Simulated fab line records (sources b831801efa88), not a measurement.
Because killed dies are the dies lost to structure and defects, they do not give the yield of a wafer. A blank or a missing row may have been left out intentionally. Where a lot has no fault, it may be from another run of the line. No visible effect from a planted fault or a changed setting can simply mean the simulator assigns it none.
2 desks, one fault | flow gf180mcu | each desk has only its own numbers; what lay behind them comes last

## METROLOGY DESK
Means of the sampled wafers that have a number, per lot and without regard to the tool the lot ran on: this is what the gauges read. Any lot whose mean is over 4 standard deviations away from the usual mean is out of limits and marked OUT; that distance is given in the brackets.
Columns: A = STI_OXIDATION_02_THK at GF_STI_THK_MEAS_30, usual 9.98 nm; B = VT_IMPLANT_01_OVL at GF_VT_IMPLANT_OVL_MEAS_18, usual -1.2 nm
lot  | first seen here | A               | B
L461 | day 2 15:05     | 9.78            | 0.9
L463 | day 2 21:56     | 10.13           | -2.0
L464 | day 3 05:40     | 10.10           | -2.6
L466 | day 3 12:31     | 10.15           | -0.5
L467 | day 3 19:35     | 10.20           | 0.6
L468 | day 3 23:02     | 10.10           | -1.2
L469 | day 4 04:34     | 15.54 (+29) OUT | -2.5
L470 | day 4 11:29     | 10.24           | -2.0
L471 | day 4 14:57     | 15.54 (+29) OUT | -1.6
L473 | day 5 00:41     | 9.75            | -2.8
L479 | day 6 06:52     | 9.80            | -1.5
L482 | day 7 00:21     | 10.04           | 0.9
L483 | day 7 09:07     | 9.77            | -1.8
This desk's finding: out of limits on L469, L471; first on L469, day 4 04:34 (STI_OXIDATION_02_THK at GF_STI_THK_MEAS_30). L461, L463, L464, L466, L467, L468, L470, L473, L479, L482, L483 stayed within limits.

## AT THE TOOL OWNER'S DESK: furnace-02
The tool's own readings at GF_STI_OXIDATION_29 (stabilise 600 s, purge 300 s, target thk 10 nm): means of the sampled wafers that have a number, for each lot that ran on this tool. Any lot whose mean is over 4 standard deviations away from the usual mean is out of limits and marked OUT; that distance is given in the brackets.
Columns: A = tube_center_temp_C_max at GF_STI_OXIDATION_29, usual 902.3
lot  | first seen here | A
L461 | day 2 13:41     | 902.2
L463 | day 2 20:33     | 901.9
L467 | day 3 18:11     | 902.7
L469 | day 4 03:10     | 902.9
L471 | day 4 13:34     | 902.5
This desk's finding: nothing out of limits on any of the 5 lots.

## BROUGHT TOGETHER
At day 4 04:34 the metrology desk could have sounded an alarm, on L469, L471.
The desk of the tool owner found nothing out of limits.
Tool owner's desk: L469, L471 on record, inside its limits.
The lots listed all ran GF_STI_OXIDATION_29 on furnace-02.

## WHAT WAS PUT IN BY THE SIMULATOR
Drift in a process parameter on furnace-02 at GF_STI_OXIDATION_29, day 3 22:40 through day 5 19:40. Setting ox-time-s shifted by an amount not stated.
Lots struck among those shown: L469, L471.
Time in hours between the start of the fault and the first out-of-limits reading at each desk: metrology desk, 6.
